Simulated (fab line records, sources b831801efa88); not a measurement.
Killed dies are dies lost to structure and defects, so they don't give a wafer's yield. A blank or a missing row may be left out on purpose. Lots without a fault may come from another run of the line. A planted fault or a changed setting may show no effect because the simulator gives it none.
Which tool did it? | flow gf180mcu | 13 lots, 39 wafers sampled, at 4 steps of a route of 602

WHAT THE GAUGES READ, wafer by wafer
GF_STI_THK_MEAS_22. Usual: STI_OXIDATION_01_THK 15.0 nm, standard deviation 0.31.
lot  | measured    | on            | STI_OXIDATION_01_THK (nm) | flag
L948 | day 2 04:25 | film_metro-03 | 14.7 14.8 15.2            |
L949 | day 2 09:29 | film_metro-04 | 14.6 14.9 14.6            |
L950 | day 2 13:44 | film_metro-04 | 14.8 14.6 14.7            |
L952 | day 3 00:44 | film_metro-04 | 14.8 15.0 15.0            |
L955 | day 3 16:02 | film_metro-03 | 15.0 15.1 15.2            |
L957 | day 4 01:38 | film_metro-02 | 15.4 15.6 15.3            |
L962 | day 5 06:39 | film_metro-02 | 15.0 14.9 15.0            |
L964 | day 5 13:59 | film_metro-02 | 14.7 14.7 14.8            |
L966 | day 5 23:50 | film_metro-03 | 14.5 14.6 14.7            |
L967 | day 6 05:41 | film_metro-04 | 15.0 15.1 15.2            |
L968 | day 6 11:37 | film_metro-02 | 15.3 15.2 15.1            |
L969 | day 6 18:07 | film_metro-03 | 14.8 14.9 14.9            |
L971 | day 7 02:26 | film_metro-02 | 14.8 14.7 14.9            |

GF_LVPWELL_TW_MEAS_11. Usual: LVPWELL_TW 555, standard deviation 4.2.
lot  | measured    | on            | LVPWELL_TW  | flag
L948 | day 3 22:34 | film_metro-01 | 556 557 555 |
L949 | day 4 06:31 | film_metro-03 | 550 555 555 |
L950 | day 4 09:05 | film_metro-03 | 550 550 553 |
L952 | day 4 21:15 | film_metro-01 | 554 553 556 |
L955 | day 5 15:10 | film_metro-01 | 558 556 560 |
L957 | day 5 23:19 | film_metro-03 | 557 555 555 |
L962 | day 7 05:59 | film_metro-04 | 567 567 567 |
L964 | day 7 14:04 | film_metro-03 | 554 554 550 |
L966 | day 8 01:35 | film_metro-03 | 552 554 556 |
L967 | day 8 08:15 | film_metro-03 | 553 550 552 |
L968 | day 8 13:43 | film_metro-01 | 555 556 554 |
L969 | day 8 20:05 | film_metro-01 | 556 557 557 |
L971 | day 9 06:01 | film_metro-03 | 551 551 551 |

GF_MVPSD_TW_MEAS_11. Usual: MVPSD_TW 552, standard deviation 4.5.
lot  | measured     | on            | MVPSD_TW    | flag
L948 | day 5 03:28  | film_metro-01 | 551 556 551 |
L949 | day 5 11:11  | film_metro-03 | 550 546 546 |
L950 | day 5 14:50  | film_metro-03 | 552 547 550 |
L952 | day 6 02:58  | film_metro-04 | 558 558 558 |
L955 | day 6 20:47  | film_metro-01 | 552 551 552 |
L957 | day 7 05:20  | film_metro-01 | 554 555 554 |
L962 | day 8 14:58  | film_metro-01 | 548 547 550 |
L964 | day 8 22:10  | film_metro-04 | 557 556 554 |
L966 | day 9 11:52  | film_metro-01 | 554 556 552 |
L967 | day 9 18:00  | film_metro-01 | 554 553 555 |
L968 | day 10 00:20 | film_metro-03 | 545 546 547 |
L969 | day 10 07:22 | film_metro-03 | 544 548 546 |
L971 | day 10 18:14 | film_metro-04 | 560 559 560 |

WHICH TOOL RAN EACH LOT (tool, then ch and the chambers of the sampled wafers, then the start)
lot  | GF_MVPSD_EXPOSE_04
L948 | iline_stepper-01 ch 0, day 4 20:03
L949 | iline_stepper-01 ch 0, day 5 03:37
L950 | iline_stepper-01 ch 0, day 5 06:54
L952 | iline_stepper-02 ch 0, day 5 19:16
L955 | iline_stepper-02 ch 0, day 6 12:59
L957 | iline_stepper-02 ch 0, day 6 21:35
L962 | iline_stepper-02 ch 0, day 8 06:32
L964 | iline_stepper-01 ch 0, day 8 13:52
L966 | iline_stepper-02 ch 0, day 9 03:34
L967 | iline_stepper-02 ch 0, day 9 09:22
L968 | iline_stepper-02 ch 0, day 9 15:10
L969 | iline_stepper-02 ch 0, day 9 22:25
L971 | iline_stepper-02 ch 0, day 10 08:24
- GF_MVPSD_EXPOSE_04: exposes mask MVPSD, target cd 1000 nm.

WHAT THE TOOLS THEMSELVES READ (means of the sampled wafers that have a number; where no wafer has one, the mark that the record gives instead)
GF_MVPSD_EXPOSE_04. Usual: exposure_dose_mJ_cm2 260.03, standard deviation 0.26.
lot  | tool             | exposure_dose_mJ_cm2 | flag
L948 | iline_stepper-01 | 259.97               |
L949 | iline_stepper-01 | 259.67               |
L950 | iline_stepper-01 | 260.02               |
L952 | iline_stepper-02 | 260.10               |
L955 | iline_stepper-02 | 259.77               |
L957 | iline_stepper-02 | 260.37               |
L962 | iline_stepper-02 | 260.04               |
L964 | iline_stepper-01 | 260.07               |
L966 | iline_stepper-02 | 260.04               |
L967 | iline_stepper-02 | 259.84               |
L968 | iline_stepper-02 | 260.16               |
L969 | iline_stepper-02 | 260.00               |
L971 | iline_stepper-02 | 259.63               |

THE ANSWER, worked out from the rows above alone
Rule: a lot is off if the mean of its wafers that have a number lies more than 3 standard deviations from the usual mean. A lot without any number at a reading at which 4 lots or more have one is off too. The other lots that the step has rows for count as sound. The gauges are gone through in route order, then the tools' own readings, and for those a lot's mean is taken as printed above. The first step at which some lot is off is used, and at that step the reading that is off furthest; a lot without a number counts as furthest.
No lot is off at any reading shown: from this, nothing can be told.

WHAT THE SIMULATOR HAD PUT IN
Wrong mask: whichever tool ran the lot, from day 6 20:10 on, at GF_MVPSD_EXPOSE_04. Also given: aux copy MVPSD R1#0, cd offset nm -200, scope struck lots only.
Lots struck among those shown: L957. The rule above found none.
